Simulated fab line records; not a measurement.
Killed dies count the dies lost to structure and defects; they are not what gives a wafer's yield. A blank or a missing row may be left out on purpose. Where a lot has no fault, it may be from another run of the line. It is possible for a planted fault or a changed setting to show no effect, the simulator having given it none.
A struck lot beside a sound one / flow sky130 / 19 steps out of a route of 708
Sound: wafers L173.3, L173.4, L173.6. The struck wafers were L181.1, L181.2, L181.3. At the end, the cause is stated.
Per side, at each step with rows, come the tool, then ch with its chambers, and then its first start. Under that, the readings that differ: sound wafers / struck wafers / difference of the means / sigmas: that difference in standard deviations of wafers without a fault.
alike: a reading whose means differ by less than 2 such deviations, as well as words and numbers matching on both sides. not compared: withheld readings; readings where some wafer has no value; bounds like >300 that might hide an equal value; numbers whose values overlap and for which the record gives no deviation.
Wherever a step has rows on one side only, a row that says differs or no value, or a row with sigmas, the two part there. Numbers that have no deviation but don't overlap get no sigmas and don't part them. A reading that every wafer of one side lacks parts them only if that side has two wafers or more.

first, 1 step without rows for these wafers: SKY_FIELD_ISO_ANNEAL_26 (time 1800 s).
SKY_FIELD_ISO_CMP_27: polishes, stops on Si3N4, t overpolish 16 s, target thk 457.8 nm.
  sound on cmp-02 ch 0,2,3, day 2 20:29; struck on cmp-01 ch 0,2,3, day 4 17:14
  alike: motor_current_A, overpolish_run_s, time_to_endpoint_s
then, 5 steps without rows for these wafers: SKY_FIELD_ISO_WET_ETCH_28 (etches SiO2 in dHF, target depth 23.7 nm, time 47 s); SKY_FIELD_ISO_WET_ETCH_29 (etches Si3N4 in H3PO4, target depth 160 nm, time 1825 s); SKY_FIELD_ISO_WET_ETCH_30 (etches SiO2 in dHF, target depth 25 nm, time 50 s); SKY_NWELL_CLEAN_00 (cleans in SC1/SC2, time 150 s); SKY_NWELL_OXIDATION_01 (stabilise 600 s, purge 300 s, target thk 10 nm).
SKY_NWELL_THK_MEAS_02:
  sound: film_metro-04 at day 2 23:23; struck: film_metro-01 at day 4 20:48
  alike: NWELL_OXIDATION_THK
then, 4 steps without rows for these wafers: SKY_DNWELL_DEHYDRATE_00 (time 60 s); SKY_DNWELL_HMDS_01 (prime time 60 s); SKY_DNWELL_COAT_02 (resist thk 3000 nm); SKY_DNWELL_SOFTBAKE_03.
SKY_DNWELL_EXPOSE_04: exposes mask DNM, target cd 3000 nm.
  struck on iline_stepper-02, day 5 05:55; sound on iline_stepper-01 ch 0, day 3 06:52
  no value came back on the struck wafers for exposure_dose_mJ_cm2, focus_offset_nm (nm); on the sound wafers exposure_dose_mJ_cm2 reads 221.90 222.06 221.94
  alike: mask
then, 3 steps without rows for these wafers: SKY_DNWELL_PEB_05; SKY_DNWELL_DEVELOP_06 (develop time 60 s); SKY_DNWELL_IMPLANT_07.
SKY_DNWELL_STRIP_08: strips in O2/N2.
  sound on plasma_asher-04 ch 0,1, day 3 14:49; struck on plasma_asher-04 ch 0,1, day 5 14:32
  alike: drypump_motor_current_A, oes_product_au, strip_time_to_endpoint_s
  not compared: rf_hours_counter_h
SKY_DNWELL_TW_MEAS_09:
  sound: film_metro-01 at day 3 14:54; struck: film_metro-04 at day 5 14:38
reading=DNWELL_TW; sound=1129 1134 1137; struck=30 30 30; difference=-1103; sigmas=-99 or more
then, 1 step without rows for these wafers: SKY_PWDE_DEHYDRATE_00 (time 60 s).

## WHERE THEY PART
First at SKY_DNWELL_EXPOSE_04; last, within this record, at SKY_DNWELL_TW_MEAS_09.

WHY: whatever the simulator had introduced
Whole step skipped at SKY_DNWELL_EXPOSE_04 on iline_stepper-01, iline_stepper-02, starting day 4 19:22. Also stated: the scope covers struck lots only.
